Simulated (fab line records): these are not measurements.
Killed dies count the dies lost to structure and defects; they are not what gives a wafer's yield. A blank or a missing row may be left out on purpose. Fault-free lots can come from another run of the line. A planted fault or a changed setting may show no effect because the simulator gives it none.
A struck lot beside a sound one -- flow gf180mcu -- 14 out of 602 route steps
Sound: these wafers, L969.2, L969.3, L969.5. Wafers L972.2, L972.5, L972.6 were the ones struck. The cause is given at the end.
Per side, at each step with rows, come the tool, then ch with its chambers, and then its first start. Under that, the readings that differ: sound wafers -- struck wafers -- difference of the means -- sigmas: that difference in standard deviations of wafers without a fault.
alike: a reading whose means differ by less than 2 such deviations, as well as words and numbers matching on both sides. not compared: withheld readings; readings where some wafer has no value; bounds like >300 that might hide an equal value; numbers whose values overlap and for which the record gives no deviation.
Wherever a step has rows on one side only, a row that says differs or no value, or a row with sigmas, the two part there. When numbers do not overlap yet have no deviation, they are printed without sigmas and do not part them. A reading that every wafer of one side lacks parts them only if that side has two wafers or more.

first, 5 steps without rows for these wafers: GF_V4_COAT_09 (resist thk 1000 nm); GF_V4_SOFTBAKE_10 (time 60 s); GF_V4_EXPOSE_11 (exposes mask Via4, target cd 260 nm); GF_V4_PEB_12 (peb time 90 s); GF_V4_DEVELOP_13 (develop time 60 s).
GF_V4_CD_MEAS_14 targets a cd of 260 nm.
  sound on cdSem-02 at day 28 03:13; struck on cdSem-01 at day 29 04:47
  alike: cdNm
GF_V4_OVL_MEAS_15:
  sound on overlay-02 at day 28 03:19; struck on overlay-02 at day 29 04:53
  alike: V4_OVL
GF_V4_ETCH_16: etches BARC in N2/H2.
  sound on rieDiel-02 ch 0,2,3, day 28 03:21; struck on rieDiel-02 ch 0,1, day 29 04:55
  alike: drypumpMotorCurrentA, oesProductAu, throttleValvePct
GF_V4_ETCH_17: etches SiO2 in C4F8/O2/Ar, stops on TiN, target depth 630 nm.
  sound: rieDiel-02 ch 0,2,3; struck: rieDiel-02 ch 0,1
  alike: oesProductAu
GF_V4_STRIP_18: strips in O2/N2.
  sound on plasmaAsher-02 ch 0,1, day 28 03:29; struck on plasmaAsher-01 ch 0,1, day 29 05:03
  alike: drypumpMotorCurrentA, heaterPowerW, oesProductAu
  not compared: rfHoursCounterH
then, 2 steps without rows for these wafers: GF_V4_STRIP_19 (strips in post etch residue remover, time 1200 s); GF_V4_CLEAN_20 (cleans in DIW).
GF_V4_SPUTTER_21: material Ti, target thk 15 nm, time 80.02 s.
  sound on pvdSputter-04 at day 28 04:27; struck on pvdSputter-04 at day 29 05:35
  no value came back on the struck wafers for cathodeDcPowerW (W), chamberPressurePa (Pa), throttleValvePct (%); on the sound wafers cathodeDcPowerW (W) reads 2499.7 2500.2 2500.7
GF_V4_SPUTTER_22: material TiN, target thk 10 nm, time 40 s.
  sound on pvdSputter-04 at day 28 04:31; struck on pvdSputter-04 at day 29 05:38
  alike: cathodeDcPowerW, chamberPressurePa, throttleValvePct

WHERE THEY PART
Within this record, at GF_V4_SPUTTER_21 only. Later steps at which nothing parts them and some readings are alike: GF_V4_SPUTTER_22.

WHY: the cause the simulator had injected
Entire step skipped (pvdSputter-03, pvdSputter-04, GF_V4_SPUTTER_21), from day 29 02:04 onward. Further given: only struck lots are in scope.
